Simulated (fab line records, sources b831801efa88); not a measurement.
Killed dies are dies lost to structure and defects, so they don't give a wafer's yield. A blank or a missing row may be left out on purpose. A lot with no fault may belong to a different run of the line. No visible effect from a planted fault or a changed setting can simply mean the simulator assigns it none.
8D (eight disciplines) problem report, filled in by code ; flow gf180mcu ; the parts of the form that need people (team, actions taken, sign-off) are left out

1. PROBLEM STATEMENT
Across 6 wafers from 2 lots, M4_ALCU_RS at GF_M4_RS_MEAS_05 averages 0.0748 ohm/sq, while fault-free wafers read 0.0690 ohm/sq with a standard deviation of 0.00079. That puts it +7.3 standard deviations away from the usual mean.
The step: measures by four-point-probe.
First seen on wafer L756.3, day 28 17:19, on film metro-03. The record has a number at this step for 33 wafers belonging to 11 lots. Rule for "out", or "out of limits": more than 4 standard deviations from the usual mean. Any other wafer with a number is counted as sound.

2. WHAT IT IS, WHAT IT ISN'T
question;is;is not
which readings at this step;M4_ALCU_RS;-
which lots;L756, L759;L742, L744, L745, L749, L750, L751, L760, L761, L762
which wafers of those lots;all that have a number;-
read on which gauges;film metro-03;film metro-02
when;from day 28 17:19;"up to then (18 sound wafers); but 9 sound wafers of L760, L761, L762 came after"

3. THE SUSPECTS, EACH WITH WHAT RULES IT OUT
Counting: a tool at a process step up to the reading stays a suspect if it ran every lot that is out and no sound lot after the first of them.
- the gauge at GF_M4_RS_MEAS_05: kept. All the wafers that are out were read on film metro-03, and no step on other tools shows them out.
- pvd sputter-02 at GF_V2_SPUTTER_22 (material TiN, target thk 10 nm, time 40 s): ruled out as a lasting fault. After its first lot that is out, L756 (day 26 20:17), sound lots L762 ran on it.
- cmp-01 at GF_V3_CMP_04 (polishes SiO2): ruled out as a lasting fault. After its first lot that is out, L756 (day 27 19:25), sound lots L762 ran on it.
- pvd sputter-03 at GF_M4_SPUTTER_02 (material AlCu, target thk 450 nm, time 23.9 s): kept. It ran every lot that is out, first L756 (day 28 17:11), and no sound lot after that; its last sound lot up to then is L751 (day 26 15:20).
What counting leaves: pvd sputter-03 at GF_M4_SPUTTER_02 and film metro-03 at GF_M4_RS_MEAS_05.

4. THE CAUSE (what the simulator had put in)
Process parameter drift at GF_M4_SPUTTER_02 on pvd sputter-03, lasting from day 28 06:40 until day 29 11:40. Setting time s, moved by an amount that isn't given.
This tool is one of the 2 suspects left after counting.

5. SEQUENCE OF EFFECTS, ordered by route
Rows list readings where the struck wafers' mean (over those with a number) sits beyond 3 standard deviations from the usual. Only readings whose record carries a usual standard deviation are examined. hours: median over the lots of the time between each lot's start at the first step of this table that gives one and its start at this step. sigmas: the change, counted in usual standard deviations.
hours;step;reading;usual;on struck wafers;change;sigmas
0;GF_M4_RS_MEAS_05;M4_ALCU_RS;0.0690 ohm/sq;0.0748;+0.0058;+7.3
0;GF_M4_THK_MEAS_06;M4_ALCU_THK;447 nm;412;-35;-7.0

6. HOW IT WOULD HAVE BEEN CAUGHT EARLIER
Counted from the fault's start at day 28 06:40, it took 11 hours until the first out-of-limits reading at a measuring or inspecting step in this record, taken at day 28 17:19.
An alarm limit of 4 standard deviations would not have fired on the tool readings at GF_M4_SPUTTER_02 for which the record gives a usual standard deviation, since none of them was out on any struck wafer.
Among the 2 lots that are out, L759 began GF_M4_SPUTTER_02 on pvd sputter-03 after day 28 17:19. It would have been spared by a hold on the tool at that moment.
